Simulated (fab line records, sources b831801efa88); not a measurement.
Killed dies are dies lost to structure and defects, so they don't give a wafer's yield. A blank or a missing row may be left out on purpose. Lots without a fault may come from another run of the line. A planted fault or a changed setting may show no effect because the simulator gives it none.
A struck lot beside a sound one | flow sky130 | 43 steps out of a route of 708
Sound: wafers L298.1, L298.3, L298.4. Struck: wafer L309.1. (L309.3, L309.6 of the same lot were not struck and are left out.) The cause comes at the end.
At each step with rows: each side's tool, then ch and its chambers, then its first start. Under that, the readings that differ: sound wafers | struck wafers | difference of the means | sigmas: that difference in standard deviations of wafers without a fault.
alike: readings whose means differ by less than 2 such deviations, and words and numbers that are the same on both sides. not compared: withheld readings, readings that some wafer has no value for, bounds like >300 that may hide the same value, and numbers for which the record gives no deviation and whose values overlap.
The two part at a step that has a row with sigmas, a row that says differs or no value, or rows on one side only. Numbers that don't overlap but have no deviation are shown without sigmas and don't part them. A reading that every wafer of one side lacks parts them only if that side has two wafers or more.

first, 1 step without rows for these wafers: SKY_VIA3_ETCH_14 (etches BARC in N2/H2, stops on SiO2, time 45.9 s, target depth 60 nm).
SKY_VIA3_ETCH_15: etches SiO2 in C4F8/O2/Ar, stops on TiN, target depth 507 nm, time 78 s.
  sound on rie_diel-03 ch 2,3, day 39 14:39; struck on rie_diel-03 ch 1, day 43 07:13
  alike: bias_w, oes_product_au
  not compared: rf_hours_counter_h
SKY_VIA3_STRIP_16: strips in O2/N2.
  sound on plasma_asher-02 ch 0,1, day 39 14:43; struck on plasma_asher-02 ch 1, day 43 07:16
  alike: drypump_motor_current_A, oes_product_au, strip_time_to_endpoint_s
  not compared: rf_hours_counter_h
then, 4 steps without rows for these wafers: SKY_VIA3_STRIP_17 (strips in post etch residue remover, time 1200 s); SKY_VIA3_CLEAN_18 (cleans in IPA, time 180 s); SKY_VIA3_CLEAN_19 (cleans in O3/DIW); SKY_VIA3_SPUTTER_20 (material TiN, target thk 20 nm, time 80 s).
SKY_VIA3_CVD_21: deposits W, target thk 390 nm, time 117.31 s.
  sound on cvd_w-02 ch 0,1, day 39 15:22; struck on cvd_w-02 ch 0, day 43 07:56
  alike: heater_power_w
SKY_VIA3_RS_MEAS_22: measures by four-point-probe.
  sound on film_metro-03, day 39 15:29; struck on film_metro-01, day 43 08:03
  alike: VIA3_W_RS
SKY_VIA3_THK_MEAS_23: measures by xrf.
  sound on film_metro-03, day 39 15:37; struck on film_metro-01, day 43 08:10
  alike: VIA3_W_THK
SKY_VIA3_CMP_24: polishes, stops on SiO2, t overpolish 20 s, target thk 0 nm.
  sound on cmp-01 ch 0,1,3, day 39 15:40; struck on cmp-01 ch 0, day 43 09:07
  reading              | sound                | struck | difference | sigmas
  overpolish_run_s (s) | 20.011 20.012 20.006 | 19.991 | -0.019     | -2
  alike: motor_current_A, time_to_endpoint_s
then, 1 step without rows for these wafers: SKY_METAL4_SPUTTER_00 (material Ti, target thk 15 nm, time 10 s).
SKY_METAL4_SPUTTER_01: material TiN, target thk 20 nm, time 16.7 s.
  sound on pvd_sputter-03, day 39 15:59; struck on pvd_sputter-03, day 43 09:20
  alike: throttle_valve_pct
then, 4 steps without rows for these wafers: SKY_METAL4_SPUTTER_02 (material AlCu, target thk 735 nm, time 39.1 s); SKY_METAL4_SPUTTER_03 (material Ti, target thk 5 nm, time 3.3 s); SKY_METAL4_SPUTTER_04 (material TiN, target thk 70 nm, time 58.3 s); SKY_CAP2M_CVD_00 (deposits SiO2, target thk 15.5 nm).
SKY_CAP2M_THK_MEAS_01:
  sound on film_metro-03, day 39 16:09; struck on film_metro-01, day 43 09:29
  alike: CAP2M_CVD_00_THK
then, 1 step without rows for these wafers: SKY_CAP2M_SPUTTER_02 (material TiN, target thk 200 nm, time 166.7 s).
SKY_CAP2M_RS_MEAS_03: measures by four-point-probe.
  sound on film_metro-04, day 39 16:19; struck on film_metro-03, day 43 09:40
  alike: CAP2M_TIN_RS
SKY_CAP2M_THK_MEAS_04: measures by xrf.
  sound on film_metro-04, day 39 16:26; struck on film_metro-03, day 43 09:47
  alike: CAP2M_TIN_THK
then, 7 steps without rows for these wafers: SKY_CAP2M_DEHYDRATE_05 (time 60 s); SKY_CAP2M_HMDS_06 (prime time 60 s); SKY_CAP2M_COAT_07 (resist thk 1140 nm); SKY_CAP2M_SOFTBAKE_08 (time 60 s); SKY_CAP2M_EXPOSE_09 (exposes mask CAP2M, target cd 1000 nm); SKY_CAP2M_PEB_10; SKY_CAP2M_DEVELOP_11 (develop time 60 s).
SKY_CAP2M_OVL_MEAS_12:
  sound on overlay-01, day 40 16:25; struck on overlay-02, day 44 07:46
  alike: CAP2M_OVL
SKY_CAP2M_METAL_ETCH_13: etches TiN in Cl2/BCl3, stops on SiO2, target depth 220 nm, time 62.9 s.
  sound on rie_metal-01 ch 0,1, day 40 16:26; struck on rie_metal-04 ch 1, day 44 07:48
  alike: bias_w, drypump_motor_current_A, oes_product_au, throttle_valve_pct
  not compared: rf_hours_counter_h
then, 12 steps without rows for these wafers: SKY_CAP2M_STRIP_14 (strips in O2/N2); SKY_CAP2M_STRIP_15 (strips in post etch residue remover, time 1200 s); SKY_CAP2M_CLEAN_16 (cleans in IPA, time 180 s); SKY_CAP2M_CLEAN_17 (cleans in O3/DIW); SKY_METAL4_DEHYDRATE_05 (time 60 s); SKY_METAL4_HMDS_06 (prime time 60 s); SKY_METAL4_COAT_07 (resist thk 60 nm); SKY_METAL4_COAT_08 (resist thk 1140 nm); SKY_METAL4_SOFTBAKE_09 (time 90 s); SKY_METAL4_EXPOSE_10 (exposes mask MM4, target cd 300 nm); SKY_METAL4_PEB_11; SKY_METAL4_DEVELOP_12 (develop time 60 s).
-- the record jumps here: 5 days lie between the struck wafers' starts before and after (it left off in module METAL4 and takes up again in module PAD_OPEN, whose first step shown is number 708 of the route) --
SKY_PAD_OPEN_PROBE_99:
  sound on prober-02, day 45 15:29; struck on prober-01, day 48 21:05
  reading                               | sound               | struck | difference | sigmas
  defect_limited_yield (%)              | 79.9 83.9 83.9      | 73.4   | -9.2       | -5
  killed_at_M4_up                       | 5 3 3               | 52     | +48        | +25
  killed_dies                           | 99 79 79            | 131    | +45        | +5
  sort_bin_3_pad_short (%)              | 0.6 0.8 0.4         | 3.3    | +2.7       | +6
  sort_bin_5_function (%)               | 12.8 8.7 7.9        | 17.3   | +7.5       | +5
  sort_n_pass                           | 393 413 413         | 361    | -45        | -5
  sort_yield_pct (%)                    | 79.9 83.9 83.9      | 73.4   | -9.2       | -5
  model.etest.tester.sort_n_pass        | 393 413 413         | 361    | -45        |
  model.etest.tester.sort_yield_pct (%) | 79.88 83.94 83.94   | 73.37  | -9.22      |
  model.etest.tester.sort_bin_5_pct (%) | 12.8 8.74 7.927     | 17.28  | +7.46      |
  model.etest.tester.sort_bin_3_pct (%) | 0.6098 0.813 0.4065 | 3.252  | +2.642     |
  alike: killed_at_M0_to_M3, killed_at_contacts, killed_at_front_end, killed_at_other, killed_open, killed_short, sort_bin_6_memory

WHERE THEY PART
First at SKY_VIA3_CMP_24; last, within this record, at SKY_PAD_OPEN_PROBE_99.

WHY: what the simulator had put in
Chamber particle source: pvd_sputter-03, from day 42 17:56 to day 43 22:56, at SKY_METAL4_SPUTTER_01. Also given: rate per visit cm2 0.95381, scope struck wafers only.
